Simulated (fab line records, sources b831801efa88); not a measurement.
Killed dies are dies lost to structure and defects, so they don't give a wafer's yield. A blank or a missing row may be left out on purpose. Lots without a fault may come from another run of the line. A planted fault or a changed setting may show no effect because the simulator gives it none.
One fault seen from 2 desks | flow gf180mcu | each desk has only its own numbers; what lay behind them comes last

THE METROLOGY DESK
What the gauges read, lot by lot, whatever tool the lot ran on: means of the sampled wafers that have a number. A lot is out of limits, marked OUT, if its mean lies more than 4 standard deviations from the usual mean; the brackets give that distance.
Columns: A = V3_OVL at GF_V3_OVL_MEAS_15, usual 4 nm
lot  | first seen here | A
L130 | day 23 04:04    | 4
L132 | day 23 21:44    | 2
L133 | day 23 22:04    | 13
L135 | day 24 17:31    | 5
L138 | day 25 07:04    | 9
L146 | day 27 19:52    | 5
L147 | day 28 01:43    | 0
L148 | day 28 07:16    | -0
L149 | day 28 09:55    | 12
L150 | day 28 20:04    | 7
L151 | day 28 22:43    | -2
L152 | day 29 06:23    | 0
L153 | day 29 10:05    | 6
This desk's finding: nothing out of limits on any of the 13 lots.

THE TOOL OWNER'S DESK: cmp-02
The tool's own readings at GF_V3_CMP_26 (polishes, stops on SiO2, t overpolish 15 s, target thk 0 nm): means of the sampled wafers that have a number, for each lot that ran on this tool. A lot is out of limits, marked OUT, if its mean lies more than 4 standard deviations from the usual mean; the brackets give that distance.
Columns: A = motor_current_A at GF_V3_CMP_26, usual 10.4 A; B = overpolish_run_s at GF_V3_CMP_26, usual 15.001 s; C = time_to_endpoint_s at GF_V3_CMP_26, usual 85 s
lot  | first seen here | A    | B      | C
L130 | day 23 05:15    | 10.6 | 15.004 | 84
L132 | day 23 22:56    | 10.7 | 14.998 | 87
L133 | day 23 23:13    | 11.0 | 14.997 | 87
L135 | day 24 18:44    | 10.5 | 15.002 | 72
L146 | day 27 21:09    | 10.9 | 15.008 | 89
L149 | day 28 11:05    | 10.8 | 14.997 | 85
L150 | day 28 21:12    | 10.7 | 15.007 | 83
L151 | day 28 23:48    | 10.9 | 14.994 | 87
This desk's finding: nothing out of limits on any of the 8 lots.

PUT TOGETHER
The metrology desk saw nothing out of limits.
The tool owner's desk saw nothing out of limits.

WHAT THE SIMULATOR HAD PUT IN
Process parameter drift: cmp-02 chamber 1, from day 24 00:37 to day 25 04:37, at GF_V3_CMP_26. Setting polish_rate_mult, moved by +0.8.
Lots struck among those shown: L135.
